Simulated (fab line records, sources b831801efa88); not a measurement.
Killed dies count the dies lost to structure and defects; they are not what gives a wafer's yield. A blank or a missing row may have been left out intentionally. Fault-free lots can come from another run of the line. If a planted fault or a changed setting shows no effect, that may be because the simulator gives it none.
fab line records	flow gf180mcu
record lots=24	wafers=72	last-day=34
route steps=602 shown HV_LDD@186 CONTACT@303 V1@337 M2@365 M3@411
lots that met no fault: from a run of the same line without faults
start-h: hours from the record's opening day to when the first of the lot's shown wafers began	wait-h: hours elapsed since this lot's preceding step	" identical to the entry in the row above	L1.1+2: one row covering several wafers at once	- no value, or no start was given	* or withheld: withheld	< > ~ a bound
route shown NAME@n: NAME is a module with steps in the file, n the number in the route of the first one	usual: mean/standard deviation of fault-free wafers	same: alike in all rows	chamber/n: place in a boat	sites: per-site readings	_std_site: standard deviation across them	_edge_site: outer sites' mean less inner sites'	radius-mm: how far each site lies from the wafer's centre	mask NAME#n: copy n	behind: the tool/chamber that last shaped the wafer	hold: what put the lot on hold/how long, in hours/how the hold closed	device: names the non-switching transistor (n, p or np)	end of line: the same wafers' tests at the end of the route	where a step has no rows: the recipe by itself	killed: dies lost to structure and defects at the first sort, not the wafer's yield	map: the dies of a wafer, with x for killed, . for not killed, _ for no die there
set.NAME: setting as actually run; set.NAME@STEP: the setting as run at that earlier step	model.NAME: the simulator's own value behind a step, which no gauge read
a sample of lots followed through the steps of the route, with each step as a table and each wafer as a row
services: from which hour (start-h, from the record's first day; less than 0 if before it) a tool's chamber was out of use, for how many hours, and why
## steps
# step GF_HV_LDD_STRIP_10
# recipe chemistry=O2/N2	power-w=1400	pressure-mtorr=1500	platen-temp-c=250	o2-flow-sccm=3000	n2-flow-sccm=300	overash-fraction=0.5
# usual drypump-motor-current-A=5.9/0.38	heater-power-w=319/28	oes-product-au=0.716/0.0049	strip-time-to-endpoint-s=12.630/0.028
# same overash-fraction=0.5
lot.wafer	tool	chamber	start-h	wait-h	drypump-motor-current-A	heater-power-w	oes-product-au	rf-hours-counter-h	strip-time-to-endpoint-s
L074.1	plasma-asher-02	0	213.66	0.1	6.0	286	0.719	56	12.649
L074.2	"	1	"	"	6.0	350	0.710	56	12.604
L074.6	"	1	"	"	5.9	357	0.717	-	12.649
L075.4	plasma-asher-04	1	219.89	0.1	5.5	320	0.716	-	12.638
L075.5	"	0	"	"	6.4	305	0.712	-	12.650
L075.6	"	1	"	"	5.5	323	0.723	-	12.656
L076.1	plasma-asher-02	0	230.36	0.1	6.0	276	0.718	58	12.663
L076.2	"	1	"	"	5.9	352	0.715	58	12.662
L076.5	"	0	"	"	6.0	283	0.717	-	12.668
L077.1	plasma-asher-04	1	237.71	0.1	5.4	316	0.730	9	12.658
L077.4	"	0	"	"	6.4	311	0.717	-	12.579
L077.6	"	0	"	"	6.4	314	0.716	-	12.641
L078.2	plasma-asher-04	1	243.41	0.1	5.5	310	0.723	10	12.662
L078.5	"	1	"	"	5.5	318	0.718	-	12.624
L078.6	"	0	"	"	6.4	305	0.719	-	12.641
L079.2	plasma-asher-04	1	250.51	0.1	5.4	319	0.715	11	12.596
L079.3	"	1	"	"	5.4	318	0.715	-	12.613
L079.5	"	1	"	"	5.5	316	0.712	-	12.614
L080.2	plasma-asher-02	1	258.42	0.1	5.9	351	0.713	62	12.611
L080.4	"	1	"	"	6.0	350	0.713	-	12.674
L080.5	"	0	"	"	6.1	297	0.711	-	12.672
L081.3	plasma-asher-02	0	267.14	0.1	6.0	283	0.714	-	12.629
L081.4	"	1	"	"	5.9	346	0.715	-	12.646
L081.5	"	1	"	"	5.9	354	0.723	-	12.642
L082.1	plasma-asher-03	0	275.15	0.1	5.5	376	0.725	68	12.565
L082.3	"	1	"	"	5.5	293	0.710	-	12.633
L082.4	"	0	"	"	5.5	372	0.719	-	12.680
L083.3	plasma-asher-02	0	288.35	0.1	6.0	293	0.707	-	12.595
L083.4	"	1	"	"	6.0	344	0.715	-	12.542
L083.6	"	0	"	"	6.1	287	0.713	-	12.563
L085.4	plasma-asher-04	0	296.98	0.1	6.4	313	0.705	-	12.646
L085.5	"	1	"	"	5.5	310	0.716	-	12.627
L085.6	"	0	"	"	6.4	315	0.713	-	12.601
L084.2	plasma-asher-03	1	301.45	0.1	5.4	288	0.725	71	12.623
L084.5	"	1	"	"	5.5	290	0.714	-	12.638
L084.6	"	0	"	"	5.5	379	0.712	-	12.658
L086.2	plasma-asher-02	0	306.61	0.1	6.0	292	0.725	67	12.597
L086.3	"	1	"	"	5.9	352	0.711	-	12.610
L086.4	"	0	"	"	6.0	282	0.718	-	12.606
L087.1	plasma-asher-03	0	312.31	0.1	5.5	366	0.717	72	12.611
L087.2	"	1	"	"	5.5	294	0.714	72	12.634
L087.6	"	1	"	"	5.5	293	0.712	-	12.649
L088.2	plasma-asher-03	1	323.30	0.1	5.4	292	0.715	73	12.617
L088.3	"	0	"	"	5.5	373	0.728	-	12.625
L088.6	"	0	"	"	5.5	369	0.716	-	12.646
L089.2	plasma-asher-03	1	335.02	0.1	5.4	294	0.720	74	12.631
L089.3	"	1	"	"	5.4	293	0.713	-	12.602
L089.6	"	1	"	"	5.5	289	0.716	-	12.650
L090.1	plasma-asher-02	0	340.17	0.1	6.0	284	0.723	71	12.649
L090.2	"	1	"	"	5.9	350	0.717	71	12.603
L090.3	"	0	"	"	6.1	283	0.715	-	12.629
L091.2	plasma-asher-04	0	346.75	0.1	6.4	306	0.721	20	12.636
L091.5	"	1	"	"	5.4	314	0.717	-	12.652
L091.6	"	0	"	"	6.4	309	0.715	-	12.618
L092.1	plasma-asher-04	0	351.91	0.1	6.4	303	0.709	21	12.592
L092.2	"	1	"	"	5.4	308	0.712	21	12.567
L092.4	"	1	"	"	5.4	319	0.717	-	12.614
L093.1	plasma-asher-02	1	361.75	0.1	6.0	348	0.718	73	12.636
L093.3	"	0	"	"	6.0	294	0.725	-	12.641
L093.5	"	0	"	"	6.0	287	0.725	-	12.622
L094.1	plasma-asher-02	1	363.12	0.1	5.9	360	0.719	74	12.613
L094.2	"	0	"	"	6.0	290	0.713	74	12.601
L094.3	"	0	"	"	6.0	280	0.722	-	12.637
L095.1	plasma-asher-04	0	380.17	0.1	6.4	308	0.716	23	12.644
L095.2	"	1	"	"	5.5	324	0.711	23	12.667
L095.6	"	1	"	"	5.4	316	0.718	-	12.636
L096.2	plasma-asher-04	1	381.56	0.1	5.4	317	0.711	24	12.655
L096.4	"	1	"	"	5.4	321	0.719	-	12.642
L096.5	"	0	"	"	6.4	310	0.716	-	12.663
L097.1	plasma-asher-04	0	385.30	0.1	6.4	308	0.715	24	12.652
L097.4	"	0	"	"	6.4	312	0.714	-	12.648
L097.5	"	1	"	"	5.4	312	0.724	-	12.632
# step GF_CONTACT_ETCH_16
# recipe chemistry=N2/H2	target-depth-a=withheld	overetch-a=withheld	time-s=withheld	target=BARC	ion-energy-ev=200	source-w=500	bias-w=100	pressure-mtorr=30	n2-flow-sccm=100	h2-flow-sccm=200
# usual drypump-motor-current-A=5.7/0.38	h2-flow-sccm=200.1/0.61	oes-product-au=0.854/0.0048	throttle-valve-pct=13.224/0.008
lot.wafer	tool	chamber	start-h	wait-h	drypump-motor-current-A	h2-flow-sccm	oes-product-au	throttle-valve-pct
L074.1	rie-diel-01	2	360.66	0.0	5.6	199.1	0.856	13.227
L074.2	"	3	"	"	6.0	200.1	0.852	13.226
L074.6	"	1	"	"	6.0	200.9	0.850	13.215
L075.4	rie-diel-02	0	364.81	0.0	5.3	200.6	0.849	13.209
L075.5	"	0	"	"	5.3	200.9	0.856	13.227
L075.6	"	1	"	"	5.2	200.6	0.847	13.238
L076.1	rie-diel-01	3	379.86	0.0	6.0	200.6	0.857	13.242
L076.2	"	1	"	"	6.1	200.0	0.852	13.224
L076.5	"	2	"	"	5.6	200.0	0.852	13.216
L077.1	rie-diel-01	1	389.57	0.0	6.0	198.5	0.858	13.233
L077.4	"	3	"	"	6.0	200.7	0.853	13.232
L077.6	"	3	"	"	6.0	200.2	0.854	13.222
L078.2	rie-diel-02	1	395.47	0.0	5.2	199.9	0.861	13.216
L078.5	"	1	"	"	5.2	199.3	0.844	13.216
L078.6	"	2	"	"	6.3	199.8	0.854	13.209
L079.2	rie-diel-01	3	405.30	0.0	6.0	199.9	0.857	13.223
L079.3	"	1	"	"	6.1	199.9	0.853	13.221
L079.5	"	1	"	"	6.1	199.3	0.861	13.222
L080.2	rie-diel-02	3	413.97	0.0	5.5	199.5	0.855	13.234
L080.4	"	1	"	"	5.2	201.0	0.857	13.201
L080.5	"	0	"	"	5.3	201.9	0.856	13.230
L081.3	rie-diel-02	1	424.66	0.0	5.2	199.6	0.848	13.222
L081.4	"	3	"	"	5.5	201.2	0.860	13.232
L081.5	"	1	"	"	5.2	199.9	0.858	13.218
L082.1	rie-diel-01	3	436.57	0.0	6.0	200.2	0.855	13.226
L082.3	"	0	"	"	5.0	199.5	0.858	13.213
L082.4	"	2	"	"	5.6	199.3	0.853	13.215
L083.3	rie-diel-03	1	450.16	0.0	5.8	200.5	0.859	13.230
L083.4	"	2	"	"	5.6	198.6	0.846	13.210
L083.6	"	0	"	"	5.9	200.8	0.862	13.211
L085.4	rie-diel-03	0	462.49	0.0	5.9	199.2	0.856	13.232
L085.5	"	1	"	"	5.8	200.5	0.851	13.238
L085.6	"	2	"	"	5.6	200.8	0.845	13.227
L084.2	rie-diel-01	2	464.36	0.0	5.6	199.0	0.860	13.224
L084.5	"	0	"	"	5.0	199.1	0.854	13.224
L084.6	"	3	"	"	6.0	200.0	0.862	13.225
L086.2	rie-diel-01	2	471.21	0.0	5.6	200.2	0.856	13.239
L086.3	"	3	"	"	6.0	200.0	0.860	13.223
L086.4	"	2	"	"	5.6	199.7	0.848	13.223
L087.1	rie-diel-01	2	478.31	0.0	5.6	201.4	0.850	13.228
L087.2	"	0	"	"	5.0	199.4	0.851	13.225
L087.6	"	2	"	"	5.6	200.5	0.854	13.215
L088.2	rie-diel-01	0	490.86	0.0	5.0	200.3	0.846	13.218
L088.3	"	1	"	"	6.1	198.9	0.845	13.220
L088.6	"	1	"	"	6.1	199.4	0.852	13.222
L089.2	rie-diel-02	3	506.72	0.0	5.6	199.5	0.855	13.230
L089.3	"	1	"	"	5.2	199.6	0.842	13.242
L089.6	"	2	"	"	6.3	199.7	0.852	13.230
L090.1	rie-diel-03	2	511.75	0.0	5.6	199.8	0.860	13.213
L090.2	"	0	"	"	5.9	200.5	0.855	13.224
L090.3	"	1	"	"	5.8	199.4	0.848	13.234
L091.2	rie-diel-03	2	517.12	0.0	5.6	199.7	0.850	13.222
L091.5	"	2	"	"	5.6	200.0	0.855	13.230
L091.6	"	0	"	"	5.9	200.8	0.857	13.222
L092.1	rie-diel-02	1	524.05	0.0	5.2	200.4	0.847	13.234
L092.2	"	3	"	"	5.5	199.7	0.858	13.235
L092.4	"	2	"	"	6.3	200.8	0.857	13.239
L093.1	rie-diel-01	0	532.05	0.0	5.1	199.8	0.852	13.220
L093.3	"	1	"	"	6.1	200.2	0.852	13.225
L093.5	"	3	"	"	6.0	199.0	0.854	13.222
L094.1	rie-diel-02	3	535.85	0.0	5.5	199.9	0.860	13.234
L094.2	"	2	"	"	6.3	200.7	0.865	13.230
L094.3	"	1	"	"	5.2	199.2	0.855	13.218
L095.1	rie-diel-02	3	550.15	0.0	5.5	199.6	0.854	13.222
L095.2	"	2	"	"	6.3	200.4	0.854	13.224
L095.6	"	0	"	"	5.3	199.5	0.861	13.226
L096.2	rie-diel-03	3	552.50	0.0	5.5	199.8	0.861	13.227
L096.4	"	2	"	"	5.6	199.9	0.858	13.223
L096.5	"	1	"	"	5.8	200.2	0.859	13.219
L097.1	rie-diel-03	0	557.27	0.0	5.9	200.4	0.858	13.227
L097.4	"	2	"	"	5.6	200.5	0.848	13.231
L097.5	"	3	"	"	5.5	199.3	0.850	13.225
# step GF_V1_CVD_02
# recipe material=SiO2	target-thk-nm=850	precursor=TEOS	temp-c=400	time-s=94.851	rf-w=600
# usual heater-power-w=676/86
lot.wafer	tool	chamber	start-h	wait-h	heater-power-w
L074.1	pecvd-01	1	385.08	0.1	574
L074.2	"	0	"	"	728
L074.6	"	0	"	"	601
L075.4	pecvd-02	2	389.71	0.1	556
L075.5	"	0	"	"	706
L075.6	"	1	"	"	712
L076.1	pecvd-03	2	405.22	0.1	631
L076.2	"	1	"	"	849
L076.5	"	1	"	"	872
L077.1	pecvd-03	0	415.61	0.1	680
L077.4	"	1	"	"	694
L077.6	"	2	"	"	539
L078.2	pecvd-03	2	421.07	0.0	613
L078.5	"	1	"	"	697
L078.6	"	0	"	"	773
L079.2	pecvd-02	1	431.09	0.0	745
L079.3	"	0	"	"	766
L079.5	"	1	"	"	605
L080.2	pecvd-02	2	440.69	0.0	519
L080.4	"	2	"	"	562
L080.5	"	0	"	"	744
L081.3	pecvd-01	2	451.27	0.0	656
L081.4	"	1	"	"	612
L081.5	"	0	"	"	718
L082.1	pecvd-03	1	462.99	0.1	803
L082.3	"	2	"	"	608
L082.4	"	0	"	"	727
L083.3	pecvd-01	1	476.66	0.0	685
L083.4	"	0	"	"	745
L083.6	"	1	"	"	542
L085.4	pecvd-03	1	489.24	0.1	851
L085.5	"	0	"	"	781
L085.6	"	2	"	"	661
L084.2	pecvd-01	0	490.22	0.0	691
L084.5	"	2	"	"	655
L084.6	"	1	"	"	629
L086.2	pecvd-03	2	497.41	0.0	611
L086.3	"	1	"	"	764
L086.4	"	1	"	"	811
L087.1	pecvd-01	0	503.37	0.1	728
L087.2	"	2	"	"	670
L087.6	"	2	"	"	700
L088.2	pecvd-02	1	518.05	0.0	673
L088.3	"	2	"	"	555
L088.6	"	2	"	"	586
L089.2	pecvd-02	0	532.67	0.0	744
L089.3	"	1	"	"	648
L089.6	"	1	"	"	709
L090.1	pecvd-01	1	537.50	0.1	556
L090.2	"	0	"	"	738
L090.3	"	2	"	"	687
L091.2	pecvd-01	0	542.74	0.0	604
L091.5	"	0	"	"	690
L091.6	"	2	"	"	575
L092.1	pecvd-03	0	548.99	0.1	732
L092.2	"	2	"	"	617
L092.4	"	1	"	"	803
L093.1	pecvd-03	2	556.92	0.1	537
L093.3	"	1	"	"	823
L093.5	"	2	"	"	595
L094.1	pecvd-01	2	560.77	0.1	637
L094.2	"	0	"	"	694
L094.3	"	1	"	"	647
L095.1	pecvd-03	1	574.79	0.1	788
L095.2	"	0	"	"	754
L095.6	"	0	"	"	768
L096.2	pecvd-01	2	577.10	0.0	689
L096.4	"	0	"	"	603
L096.5	"	1	"	"	652
L097.1	pecvd-02	0	581.64	0.1	688
L097.4	"	0	"	"	737
L097.5	"	1	"	"	724
# step GF_M2_SPUTTER_03
# recipe material=Ti	target-thk-nm=10	substrate-temp-c=300	chamber-pressure-pa=0.3	power-w=3000	time-s=6.7
# usual throttle-valve-pct=30.4/1
lot.wafer	tool	chamber	start-h	wait-h	throttle-valve-pct
L074.1	pvd-sputter-01	-	410.73	0.0	31.4
L074.2	"	-	"	"	28.5
L074.6	"	-	"	"	28.5
L075.4	pvd-sputter-03	-	415.20	0.0	31.4
L075.5	"	-	"	"	31.6
L075.6	"	-	"	"	30.5
L076.1	pvd-sputter-01	-	431.53	0.0	31.0
L076.2	"	-	"	"	28.1
L076.5	"	-	"	"	28.5
L077.1	pvd-sputter-02	-	442.35	0.0	29.5
L077.4	"	-	"	"	30.4
L077.6	"	-	"	"	29.3
L078.2	pvd-sputter-03	-	447.49	0.0	30.3
L078.5	"	-	"	"	30.4
L078.6	"	-	"	"	31.3
L079.2	pvd-sputter-03	-	457.88	0.0	30.4
L079.3	"	-	"	"	31.5
L079.5	"	-	"	"	31.7
L080.2	pvd-sputter-01	-	466.57	0.0	28.8
L080.4	"	-	"	"	31.3
L080.5	"	-	"	"	28.5
L081.3	pvd-sputter-03	-	477.73	0.0	30.5
L081.4	"	-	"	"	30.2
L081.5	"	-	"	"	29.9
L082.1	pvd-sputter-03	-	491.87	0.0	30.6
L082.3	"	-	"	"	31.3
L082.4	"	-	"	"	31.6
L083.3	pvd-sputter-03	-	502.15	0.0	31.7
L083.4	"	-	"	"	30.3
L083.6	"	-	"	"	31.6
L085.4	pvd-sputter-01	-	517.37	0.0	28.6
L085.5	"	-	"	"	31.0
L085.6	"	-	"	"	28.4
L084.2	pvd-sputter-03	-	517.85	0.0	30.4
L084.5	"	-	"	"	31.5
L084.6	"	-	"	"	30.4
L086.2	pvd-sputter-01	-	524.05	0.0	31.2
L086.3	"	-	"	"	28.7
L086.4	"	-	"	"	28.4
L087.1	pvd-sputter-03	-	528.97	0.0	31.8
L087.2	"	-	"	"	30.2
L087.6	"	-	"	"	30.9
L088.2	pvd-sputter-02	-	543.68	0.0	30.8
L088.3	"	-	"	"	29.2
L088.6	"	-	"	"	30.2
L089.2	pvd-sputter-03	-	557.02	0.0	30.4
L089.3	"	-	"	"	30.3
L089.6	"	-	"	"	31.4
L090.1	pvd-sputter-02	-	562.78	0.0	30.8
L090.2	"	-	"	"	29.3
L090.3	"	-	"	"	30.5
L091.2	pvd-sputter-03	-	567.87	0.0	31.7
L091.5	"	-	"	"	31.5
L091.6	"	-	"	"	30.5
L092.1	pvd-sputter-02	-	573.72	0.0	29.4
L092.2	"	-	"	"	30.5
L092.4	"	-	"	"	31.1
L093.1	pvd-sputter-02	-	581.34	0.0	29.4
L093.3	"	-	"	"	30.8
L093.5	"	-	"	"	30.3
L094.1	pvd-sputter-01	-	585.12	0.0	28.5
L094.2	"	-	"	"	28.2
L094.3	"	-	"	"	31.1
L095.1	pvd-sputter-03	-	598.18	0.0	30.6
L095.2	"	-	"	"	31.0
L095.6	"	-	"	"	30.2
L096.2	pvd-sputter-02	-	600.08	0.0	30.7
L096.4	"	-	"	"	29.6
L096.5	"	-	"	"	29.2
L097.1	pvd-sputter-01	-	605.39	0.0	28.5
L097.4	"	-	"	"	31.3
L097.5	"	-	"	"	31.1
# step GF_M2_STRIP_17
# recipe chemistry=O2/N2	power-w=1400	pressure-mtorr=1500	platen-temp-c=250	o2-flow-sccm=3000	n2-flow-sccm=300	overash-fraction=0.5
# usual drypump-motor-current-A=6.00/0.25	heater-power-w=318/22	oes-product-au=0.537/0.0047	strip-time-to-endpoint-s=7.38/0.047
# same overash-fraction=0.5
lot.wafer	tool	chamber	start-h	wait-h	drypump-motor-current-A	heater-power-w	oes-product-au	rf-hours-counter-h	strip-time-to-endpoint-s
L074.1	plasma-asher-02	1	434.86	0.1	5.98	357	0.535	82	7.35
L074.2	"	0	"	"	6.02	286	0.535	82	7.31
L074.6	"	1	"	"	5.97	354	0.533	-	7.29
L075.4	plasma-asher-04	0	439.29	0.1	6.38	311	0.543	-	7.56
L075.5	"	1	"	"	5.43	310	0.549	-	7.52
L075.6	"	0	"	"	6.39	314	0.539	-	7.41
L076.1	plasma-asher-02	1	456.54	0.1	5.95	356	0.536	84	7.38
L076.2	"	0	"	"	6.02	292	0.539	84	7.41
L076.5	"	1	"	"	5.96	352	0.536	-	7.34
L077.1	plasma-asher-01	0	467.01	0.2	5.99	324	0.538	67	7.34
L077.4	"	0	"	"	5.99	326	0.531	-	7.28
L077.6	"	0	"	"	5.99	318	0.537	-	7.29
L078.2	plasma-asher-01	0	471.51	0.2	5.99	319	0.530	67	7.34
L078.5	"	0	"	"	5.98	315	0.536	-	7.38
L078.6	"	1	"	"	6.15	323	0.538	-	7.38
L079.2	plasma-asher-01	1	482.80	0.1	6.13	326	0.532	68	7.35
L079.3	"	1	"	"	6.13	324	0.538	-	7.35
L079.5	"	1	"	"	6.13	323	0.542	-	7.35
L080.2	plasma-asher-01	0	490.63	0.1	5.99	325	0.545	69	7.39
L080.4	"	1	"	"	6.14	323	0.540	-	7.40
L080.5	"	1	"	"	6.14	323	0.545	-	7.40
L081.3	plasma-asher-02	1	501.44	0.1	5.94	356	0.539	-	7.33
L081.4	"	0	"	"	6.03	285	0.534	-	7.40
L081.5	"	1	"	"	5.95	346	0.539	-	7.43
L082.1	plasma-asher-04	0	514.05	0.1	6.43	310	0.533	37	7.42
L082.3	"	0	"	"	6.39	312	0.532	-	7.37
L082.4	"	1	"	"	5.42	318	0.540	-	7.33
L083.3	plasma-asher-02	1	525.70	0.1	5.98	342	0.531	-	7.28
L083.4	"	0	"	"	6.05	280	0.534	-	7.39
L083.6	"	1	"	"	5.96	346	0.532	-	7.30
L085.4	plasma-asher-01	1	541.04	0.1	6.14	324	0.536	-	7.40
L085.5	"	1	"	"	6.12	324	0.533	-	7.38
L085.6	"	0	"	"	5.97	315	0.539	-	7.43
L084.2	plasma-asher-02	0	541.49	0.2	6.04	286	0.547	93	7.38
L084.5	"	1	"	"	5.95	351	0.537	-	7.45
L084.6	"	0	"	"	6.04	285	0.541	-	7.44
L086.2	plasma-asher-04	1	547.90	0.1	5.42	318	0.538	41	7.41
L086.3	"	1	"	"	5.42	318	0.536	-	7.39
L086.4	"	0	"	"	6.44	309	0.541	-	7.37
L087.1	plasma-asher-01	0	551.93	0.1	6.00	310	0.537	75	7.40
L087.2	"	1	"	"	6.14	320	0.538	75	7.39
L087.6	"	0	"	"	5.99	329	0.542	-	7.43
L088.2	plasma-asher-02	1	566.13	0.1	5.94	353	0.532	95	7.32
L088.3	"	1	"	"	5.94	356	0.540	-	7.33
L088.6	"	0	"	"	6.05	289	0.533	-	7.32
L089.2	plasma-asher-01	1	580.30	0.1	6.13	330	0.540	78	7.38
L089.3	"	1	"	"	6.16	320	0.542	-	7.43
L089.6	"	0	"	"	5.97	322	0.536	-	7.44
L090.1	plasma-asher-02	0	585.00	0.1	6.04	288	0.533	97	7.38
L090.2	"	1	"	"	5.98	353	0.540	97	7.36
L090.3	"	1	"	"	5.96	355	0.538	-	7.35
L091.2	plasma-asher-04	1	589.98	0.1	5.44	317	0.532	45	7.37
L091.5	"	0	"	"	6.40	298	0.539	-	7.37
L091.6	"	1	"	"	5.45	315	0.539	-	7.38
L092.1	plasma-asher-02	0	595.65	0.1	6.04	288	0.541	98	7.46
L092.2	"	1	"	"	5.94	350	0.538	98	7.39
L092.4	"	1	"	"	5.97	352	0.529	-	7.39
L093.1	plasma-asher-04	1	603.08	0.1	5.46	314	0.541	46	7.38
L093.3	"	0	"	"	6.41	309	0.545	-	7.43
L093.5	"	1	"	"	5.47	314	0.546	-	7.41
L094.1	plasma-asher-02	1	606.58	0.1	5.95	346	0.536	99	7.35
L094.2	"	0	"	"	6.05	293	0.544	99	7.37
L094.3	"	1	"	"	5.95	356	0.530	-	7.38
L095.1	plasma-asher-04	0	619.90	0.1	6.42	307	0.536	48	7.41
L095.2	"	1	"	"	5.48	313	0.529	48	7.38
L095.6	"	1	"	"	5.44	310	0.540	-	7.41
L096.2	plasma-asher-02	1	621.11	0.2	5.97	352	0.529	101	7.43
L096.4	"	1	"	"	5.94	351	0.536	-	7.43
L096.5	"	1	"	"	5.96	350	0.526	-	7.40
L097.1	plasma-asher-02	1	625.88	0.1	5.94	354	0.534	101	7.33
L097.4	"	1	"	"	5.94	347	0.529	-	7.33
L097.5	"	1	"	"	5.97	350	0.539	-	7.39
# step GF_M3_SPUTTER_02
# recipe material=AlCu	target-thk-nm=450	power-w=10600	time-s=23.9	chamber-pressure-pa=0.4
# usual throttle-valve-pct=30.5/0.99
lot.wafer	tool	chamber	start-h	wait-h	throttle-valve-pct
L074.1	pvd-sputter-01	-	462.40	0.0	28.6
L074.2	"	-	"	"	31.1
L074.6	"	-	"	"	28.7
L075.4	pvd-sputter-04	-	466.27	0.0	30.8
L075.5	"	-	"	"	30.8
L075.6	"	-	"	"	30.0
L076.1	pvd-sputter-03	-	483.28	0.0	31.0
L076.2	"	-	"	"	30.3
L076.5	"	-	"	"	31.0
L077.1	pvd-sputter-03	-	494.25	0.0	30.9
L077.4	"	-	"	"	32.1
L077.6	"	-	"	"	30.5
L078.2	pvd-sputter-01	-	498.03	0.0	28.9
L078.5	"	-	"	"	31.7
L078.6	"	-	"	"	28.5
L079.2	pvd-sputter-03	-	509.15	0.0	31.6
L079.3	"	-	"	"	30.3
L079.5	"	-	"	"	30.2
L080.2	pvd-sputter-03	-	518.51	0.0	31.7
L080.4	"	-	"	"	30.8
L080.5	"	-	"	"	30.3
L081.3	pvd-sputter-03	-	527.40	0.0	31.0
L081.4	"	-	"	"	30.6
L081.5	"	-	"	"	30.2
L082.1	pvd-sputter-01	-	539.91	0.0	28.6
L082.3	"	-	"	"	31.3
L082.4	"	-	"	"	28.8
L083.3	pvd-sputter-01	-	551.08	0.0	28.7
L083.4	"	-	"	"	28.4
L083.6	"	-	"	"	31.2
L085.4	pvd-sputter-04	-	565.79	0.0	30.0
L085.5	"	-	"	"	31.6
L085.6	"	-	"	"	30.8
L084.2	pvd-sputter-04	-	567.02	0.0	30.0
L084.5	"	-	"	"	30.9
L084.6	"	-	"	"	29.6
L086.2	pvd-sputter-01	-	573.39	0.0	28.7
L086.3	"	-	"	"	31.3
L086.4	"	-	"	"	31.1
L087.1	pvd-sputter-04	-	577.65	0.0	30.6
L087.2	"	-	"	"	31.6
L087.6	"	-	"	"	30.9
L088.2	pvd-sputter-01	-	590.38	0.0	28.3
L088.3	"	-	"	"	28.8
L088.6	"	-	"	"	31.4
L089.2	pvd-sputter-04	-	604.71	0.0	30.7
L089.3	"	-	"	"	30.0
L089.6	"	-	"	"	31.0
L090.1	pvd-sputter-03	-	608.74	0.0	31.2
L090.2	"	-	"	"	31.6
L090.3	"	-	"	"	30.2
L091.2	pvd-sputter-04	-	614.19	0.0	30.6
L091.5	"	-	"	"	30.1
L091.6	"	-	"	"	30.7
L092.1	pvd-sputter-01	-	619.27	0.0	28.5
L092.2	"	-	"	"	30.9
L092.4	"	-	"	"	31.2
L093.1	pvd-sputter-01	-	626.96	0.0	31.3
L093.3	"	-	"	"	28.5
L093.5	"	-	"	"	28.6
L094.1	pvd-sputter-04	-	630.40	0.0	30.9
L094.2	"	-	"	"	31.7
L094.3	"	-	"	"	29.9
L095.1	pvd-sputter-03	-	642.55	0.0	30.0
L095.2	"	-	"	"	30.9
L095.6	"	-	"	"	31.6
L096.2	pvd-sputter-04	-	643.63	0.0	31.0
L096.4	"	-	"	"	29.7
L096.5	"	-	"	"	30.2
L097.1	pvd-sputter-03	-	649.50	0.0	30.3
L097.4	"	-	"	"	31.5
L097.5	"	-	"	"	30.4
## services
tool	chamber	start-h	hours	kind
pvd-sputter-03	-	209.85	4.6	repair
plasma-asher-04	-	227.34	8.4	repair
rie-diel-01	1	233.94	5.6	repair
plasma-asher-04	-	280.19	1.0	repair
plasma-asher-04	-	305.82	1.7	repair
rie-diel-01	1	311.34	19.5	repair
pvd-sputter-03	-	348.70	4.4	repair
rie-diel-01	-	365.17	0.5	repair
plasma-asher-04	-	371.69	3.0	repair
plasma-asher-04	-	382.52	2.7	repair
pvd-sputter-01	-	392.50	3.0	repair
pvd-sputter-01	-	397.37	7.8	repair
rie-diel-01	1	397.65	7.4	repair
pvd-sputter-01	-	442.05	3.8	repair
plasma-asher-02	-	466.79	1.6	repair
rie-diel-01	1	469.24	7.3	repair
pvd-sputter-03	-	472.35	2.2	repair
rie-diel-01	2	487.02	8.2	repair
rie-diel-01	2	539.45	3.9	repair
pvd-sputter-03	-	570.11	1.8	repair
pvd-sputter-03	-	572.90	6.7	repair
plasma-asher-02	-	579.50	2.7	repair
pvd-sputter-01	-	596.03	3.1	repair
plasma-asher-02	-	648.60	14.6	pm
## key
fault none
